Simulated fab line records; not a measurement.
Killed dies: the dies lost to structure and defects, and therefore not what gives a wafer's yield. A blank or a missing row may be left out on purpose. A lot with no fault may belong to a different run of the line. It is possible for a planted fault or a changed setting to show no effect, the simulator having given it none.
8D (eight disciplines) problem report, filled in by code | flow sfq-line | the parts of the form that need people (team, actions taken, sign-off) are left out

## 1. WHAT WENT WRONG
heater-power-total-W at SFQ_TRILAYER_I3_VIA_LITHO_PEB_088 reads a mean of 77.19 W on 6 wafers of 2 lots; wafers without a fault read 79.15 W with a standard deviation of 0.07. Relative to the usual mean, that is a shift of -28 standard deviations.
The step: peb time 60 s.
Seen first at day 53 08:44 on litho-track-01, wafer L186.2. The record holds 18 wafers of 6 lots with a number at this step. By rule, "out" or "out of limits" means more than 4 standard deviations away from the usual mean. All remaining wafers that have a number are taken as sound.

## 2. WHAT IT IS AND WHAT IT IS NOT
question                    | is                                 | is not
which readings at this step | heater-power-total-W, plate-temp-C | resist-line-temp-C
which lots                  | L186, L187                         | L175, L177, L194, L198
which wafers of those lots  | all that have a number             | -
read on which tools         | litho-track-01                     | litho-track-03, litho-track-04
when                        | from day 53 08:44                  | up to then (6 sound wafers); but 6 sound wafers of L194, L198 came after

## 3. THE SUSPECTS, EACH WITH WHAT RULES IT OUT
Counting: any tool at a process step up to the reading is kept as a suspect provided that every lot that is out went through it and no sound lot did after the first of them.
- rie-metal-02 at SFQ_TRILAYER_M3_BARC_OPEN_METAL_ETCH_100 (etches BARC in O2, target depth 125 nm, time 41.7 s): kept. It ran every lot that is out, first L186 (day 47 08:56), and no sound lot after that.
- rie-metal-02 at SFQ_TRILAYER_M3_STRIP_STRIP_079 (strips in O2): kept. It ran every lot that is out, first L186 (day 47 09:07), and no sound lot after that.
- film-metro-02 at SFQ_TRILAYER_I3_METRO_MEASURE_083: ruled out as a lasting fault. The sound lots L198 went through it after L186, its earliest lot that is out (day 47 22:43).
- litho-track-01 at SFQ_TRILAYER_I3_VIA_LITHO_PEB_088 (peb time 60 s): kept. All lots that are out passed through it, beginning with L186 at day 53 08:44, and no sound lot followed; its final sound lot before that point was L175 at day 43 09:47. Its own readings are out on those wafers: heater-power-total-W, plate-temp-C.
Still standing after the count: rie-metal-02 at SFQ_TRILAYER_M3_BARC_OPEN_METAL_ETCH_100, rie-metal-02 at SFQ_TRILAYER_M3_STRIP_STRIP_079, litho-track-01 at SFQ_TRILAYER_I3_VIA_LITHO_PEB_088.

## 4. THE CAUSE (what the simulator had put in)
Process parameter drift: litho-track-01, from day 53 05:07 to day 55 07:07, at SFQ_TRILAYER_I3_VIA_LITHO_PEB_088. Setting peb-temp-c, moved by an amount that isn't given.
Counting leaves 3 suspects; this tool is one of them.

## 5. THE CHAIN OF EFFECTS, in route order
One row per reading whose mean, taken over the struck wafers that have a number, lies over 3 standard deviations from the usual. Readings are gone through only where the record gives a usual standard deviation; hours: the median, over the lots, of the time from a lot's start at the first step in this table giving one to that lot's start at this step; sigmas: the change measured in usual standard deviations.
hours | step                              | reading              | usual    | on struck wafers | change | sigmas
0     | SFQ_TRILAYER_I3_VIA_LITHO_PEB_088 | heater-power-total-W | 79.15 W  | 77.19            | -1.96  | -28
0     | SFQ_TRILAYER_I3_VIA_LITHO_PEB_088 | plate-temp-C         | 114.99 C | 112.77           | -2.22  | -19
Its process steps:
- SFQ_TRILAYER_I3_VIA_LITHO_PEB_088: peb time 60 s.
At these later measuring or inspecting steps, every struck wafer for which the step has a row has a number for every such reading, and none has moved that far: SFQ_I3_OVL_MEAS_923.

## 6. HOW IT WOULD HAVE BEEN CAUGHT EARLIER
First out-of-limits reading in this record: day 53 08:44, which is 4 hours after fault onset at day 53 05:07.
